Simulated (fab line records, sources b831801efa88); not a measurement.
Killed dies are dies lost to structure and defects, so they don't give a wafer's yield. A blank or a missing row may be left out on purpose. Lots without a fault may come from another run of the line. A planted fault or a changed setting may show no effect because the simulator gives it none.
Which tool did it? | flow gf180mcu | 7 lots, 21 wafers sampled, at 1 step of a route of 602

WHAT THE GAUGES READ, wafer by wafer
GF_NSD_TW_MEAS_12.
lot  | measured     | on            | NSD_TW
L813 | day 14 00:18 | film_metro-02 | 4304 4326 4294
L817 | day 15 12:24 | film_metro-02 | 4309 4315 4306
L819 | day 16 05:57 | film_metro-02 | 4300 4294 4313
L821 | day 16 22:32 | film_metro-03 | 4303 4270 4280
L825 | day 18 05:03 | film_metro-02 | 4313 4315 4334
L833 | day 21 02:45 | film_metro-04 | 4286 4274 4272
L835 | day 21 13:32 | film_metro-04 | 4235 4254 4283

WHICH TOOL RAN EACH LOT (tool, then ch and the chambers of the sampled wafers, then the start)
The record holds no process step before these readings.

THE ANSWER, worked out from the rows above alone
Rule: what is usual is taken from the lots themselves. Put in order of their means at a reading, lots are off if they are a third of the lots or fewer, leave a main group of 4 or more, and stand apart from it by a gap of 3 or more times the standard deviation of the main group's means; of several such gaps the widest counts. A main group whose means are all the same, to the digits that the tables above print for the reading, isn't used. A lot without any number at a reading at which 4 lots or more have one is off too. The other lots that the step has rows for count as sound.
No lot is off at any reading shown: from this, nothing can be told.

WHAT THE SIMULATOR HAD PUT IN
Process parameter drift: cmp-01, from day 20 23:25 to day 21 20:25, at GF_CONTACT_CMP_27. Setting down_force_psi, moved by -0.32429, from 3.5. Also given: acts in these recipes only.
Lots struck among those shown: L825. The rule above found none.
